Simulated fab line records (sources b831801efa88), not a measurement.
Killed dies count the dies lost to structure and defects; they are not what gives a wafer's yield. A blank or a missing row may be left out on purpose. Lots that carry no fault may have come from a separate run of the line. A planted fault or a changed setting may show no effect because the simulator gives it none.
Commonality check across tools ; flow gf180mcu ; Sampled: 13 lots, 37 wafers

## REASON IT WAS OPENED
GF_V1_RS_MEAS_24, reading V1_W_RS: flagged on 1 of 13 lots. Wafers without a fault read 0.329 ohm/sq, standard deviation 0.0034.
Rule: a lot is flagged when every wafer of it that has a number lies more than 4 standard deviations from that mean, or none has a number. The rest of the lots are taken to be sound.

lot;measured;on;V1_W_RS (ohm/sq), wafer by wafer;flag
L481;day 18 04:57;filmMetro-01;0.333 0.331 0.333;
L483;day 19 04:24;filmMetro-04;0.331 0.326 0.329;
L484;day 19 12:39;filmMetro-03;0.325 0.327 0.325;
L488;day 20 22:00;filmMetro-04;0.329 0.331 0.333;
L489;day 21 10:28;filmMetro-03;0.334 0.326 0.332;
L490;day 21 17:30;filmMetro-04;0.190;FLAGGED
L493;day 22 16:05;filmMetro-01;0.334 0.337 0.335;
L498;day 24 10:32;filmMetro-01;0.334 0.332 0.333;
L500;day 24 20:28;filmMetro-03;0.326 0.329 0.329;
L501;day 25 05:29;filmMetro-03;0.324 0.329 0.328;
L502;day 25 15:02;filmMetro-04;0.324 0.324 0.325;
L503;day 25 20:22;filmMetro-01;0.331 0.329 0.329;
L504;day 26 08:26;filmMetro-03;0.326 0.327 0.327;
Average over the flagged lots: 0.190 ohm/sq; offset from the usual -0.139 ohm/sq, equal to -41 standard deviations.

## WHICH TOOL EACH LOT WENT THROUGH
2 process steps preceding the reading are held in the record, out of 602 steps in the route. Each cell gives the tool, then ch followed by the chambers the sampled wafers passed through, then the start.
lot;flag;GF_V1_CVD_02;GF_V1_CVD_23
L481;;pecvd-01 ch 0,1,2, day 17 04:29;cvdW-01 ch 0,1, day 18 04:49
L483;;pecvd-04 ch 0,1,2, day 18 03:10;cvdW-02 ch 0,1, day 19 04:16
L484;;pecvd-03 ch 0,1,2, day 18 10:41;cvdW-02 ch 0,1, day 19 12:32
L488;;pecvd-03 ch 0,1,2, day 19 19:55;cvdW-01 ch 0, day 20 21:47
L489;;pecvd-03 ch 0,1,2, day 20 08:22;cvdW-02 ch 0,1, day 21 10:20
L490;FLAGGED;pecvd-03 ch 0, day 20 15:50;cvdW-02 ch 0, day 21 17:23
L493;;pecvd-01 ch 1,2, day 21 13:54;cvdW-01 ch 0, day 22 15:59
L498;;pecvd-01 ch 0,1, day 23 10:47;cvdW-01 ch 0,1, day 24 10:25
L500;;pecvd-03 ch 0,1, day 23 20:20;cvdW-02 ch 0,1, day 24 20:20
L501;;pecvd-04 ch 0,1,2, day 24 06:30;cvdW-02 ch 0, day 25 05:22
L502;;pecvd-03 ch 0,1,2, day 24 16:03;cvdW-02 ch 0,1, day 25 14:55
L503;;pecvd-04 ch 0,1,2, day 24 21:35;cvdW-02 ch 0,1, day 25 20:13
L504;;pecvd-03 ch 0,1,2, day 25 09:43;cvdW-02 ch 0,1, day 26 08:20
These steps, and what they do:
- GF_V1_CVD_02: deposits SiO2 from TEOS, target thk 850 nm, time 94.851 s.
- GF_V1_CVD_23: deposits W, target thk 350 nm, time 105.05 s.
- GF_V1_RS_MEAS_24: measures by four-point-probe.

## FLAGGED OVER TOTAL, TOOL BY TOOL (the gauges that took the reading come last)
step;tool;lots run;flagged;share of the flagged lots;sound lots run after its first flagged lot
GF_V1_CVD_02;pecvd-01;3;0;none;-
GF_V1_CVD_02;pecvd-03;7;1;all;3 (L500,L502,L504)
GF_V1_CVD_02;pecvd-04;3;0;none;-
GF_V1_CVD_23;cvdW-01;4;0;none;-
GF_V1_CVD_23;cvdW-02;9;1;all;5 (L500,L501,L502,L503,L504)
GF_V1_RS_MEAS_24;filmMetro-01;4;0;none;-
GF_V1_RS_MEAS_24;filmMetro-03;5;0;none;-
GF_V1_RS_MEAS_24;filmMetro-04;4;1;all;1 (L502)

## WHAT THE TABLE ALLOWS
3 rows of the table ran every flagged lot: pecvd-03 at GF_V1_CVD_02, cvdW-02 at GF_V1_CVD_23, filmMetro-04 at GF_V1_RS_MEAS_24.
- pecvd-03 at GF_V1_CVD_02: 1 of its 7 lots flagged. Lots that were sound ran on it after the first flagged one (L500, L502, L504); a persistent fault on the entire tool would not allow that.
- cvdW-02 at GF_V1_CVD_23: 1 of its 9 lots flagged. Lots that were sound ran on it after the first flagged one (L500, L501, L502, L503, L504); a persistent fault on the entire tool would not allow that.
- filmMetro-04 at GF_V1_RS_MEAS_24: 1 of its 4 lots flagged. Lots that were sound ran on it after the first flagged one (L502); a persistent fault on the entire tool would not allow that.
Not one row of the table ran every flagged lot while running no sound lot after the first.

## WHAT WAS PUT IN BY THE SIMULATOR
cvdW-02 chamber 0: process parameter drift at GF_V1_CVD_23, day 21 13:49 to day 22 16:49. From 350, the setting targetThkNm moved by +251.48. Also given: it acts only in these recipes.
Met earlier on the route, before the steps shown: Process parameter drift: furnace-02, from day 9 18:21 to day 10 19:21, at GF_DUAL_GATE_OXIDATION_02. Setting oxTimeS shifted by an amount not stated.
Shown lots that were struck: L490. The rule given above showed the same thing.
